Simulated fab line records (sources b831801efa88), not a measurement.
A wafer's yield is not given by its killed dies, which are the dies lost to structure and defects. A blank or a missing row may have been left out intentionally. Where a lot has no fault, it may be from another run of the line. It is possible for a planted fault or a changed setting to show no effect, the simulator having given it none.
The tool behind it: which one? || flow sky130 || Sampling: 6 lots, 18 wafers, 2 of 708 route steps

== WHAT EACH GAUGE READ, for each wafer ==
SKY_GATE_OXIDE_THK_MEAS_02.
{"lot": "L819", "measured": "day 13 01:49", "on": "filmMetro-01", "GATE_OXIDE_OXIDATION_00_THK (nm)": "10.17 10.16 10.24"}
{"lot": "L821", "measured": "day 13 20:18", "on": "filmMetro-01", "GATE_OXIDE_OXIDATION_00_THK (nm)": "10.31 10.22 10.17"}
{"lot": "L823", "measured": "day 14 19:02", "on": "filmMetro-03", "GATE_OXIDE_OXIDATION_00_THK (nm)": "10.34 10.43 10.32"}
{"lot": "L832", "measured": "day 17 15:44", "on": "filmMetro-01", "GATE_OXIDE_OXIDATION_00_THK (nm)": "6.31 6.46 6.34"}
{"lot": "L835", "measured": "day 18 22:29", "on": "filmMetro-03", "GATE_OXIDE_OXIDATION_00_THK (nm)": "10.38 10.26 10.14"}
{"lot": "L839", "measured": "day 19 23:15", "on": "filmMetro-03", "GATE_OXIDE_OXIDATION_00_THK (nm)": "9.93 10.02 9.95"}

== WHAT TOOL EACH LOT RAN ON (gives the tool, then ch and the chambers of the sampled wafers, and finally the start) ==
{"lot": "L819", "SKY_GATE_OXIDE_OXIDATION_01": "furnace-02 ch 0, day 13 00:25"}
{"lot": "L821", "SKY_GATE_OXIDE_OXIDATION_01": "furnace-02 ch 0, day 13 18:54"}
{"lot": "L823", "SKY_GATE_OXIDE_OXIDATION_01": "furnace-01 ch 0, day 14 17:37"}
{"lot": "L832", "SKY_GATE_OXIDE_OXIDATION_01": "furnace-01 ch 0, day 17 14:18"}
{"lot": "L835", "SKY_GATE_OXIDE_OXIDATION_01": "furnace-02 ch 0, day 18 21:05"}
{"lot": "L839", "SKY_GATE_OXIDE_OXIDATION_01": "furnace-02 ch 0, day 19 21:50"}
- SKY_GATE_OXIDE_OXIDATION_01: stabilise 600 s, purge 300 s, target thk 10.268 nm.

== THE ANSWER, worked out from the rows above alone ==
Rule: the usual values come from the lots themselves. Put in order of their means at a reading, lots are off if they are a third of the lots or fewer, leave a main group of 4 or more, and stand apart from it by a gap of 3 or more times the standard deviation of the main group's means; of several such gaps the widest counts. Not used: any main group whose means are identical at the precision the tables above print for the reading. A lot without any number at a reading at which 4 lots or more have one is off too. The other lots that the step has rows for count as sound.
Off: L832, at SKY_GATE_OXIDE_THK_MEAS_02 (GATE_OXIDE_OXIDATION_00_THK). The main group has a mean of 10.20 nm with a standard deviation of 0.13.
If a tool, at a process step before that reading, ran all the lots that are off and no sound lot after the first of them, it fits. Gauges at SKY_GATE_OXIDE_THK_MEAS_02: tried the same way as those tools. This does not decide it: 2 tools fit, namely furnace-01 at SKY_GATE_OXIDE_OXIDATION_01 and filmMetro-01 at SKY_GATE_OXIDE_THK_MEAS_02.

== WHAT THE SIMULATOR PUT IN ==
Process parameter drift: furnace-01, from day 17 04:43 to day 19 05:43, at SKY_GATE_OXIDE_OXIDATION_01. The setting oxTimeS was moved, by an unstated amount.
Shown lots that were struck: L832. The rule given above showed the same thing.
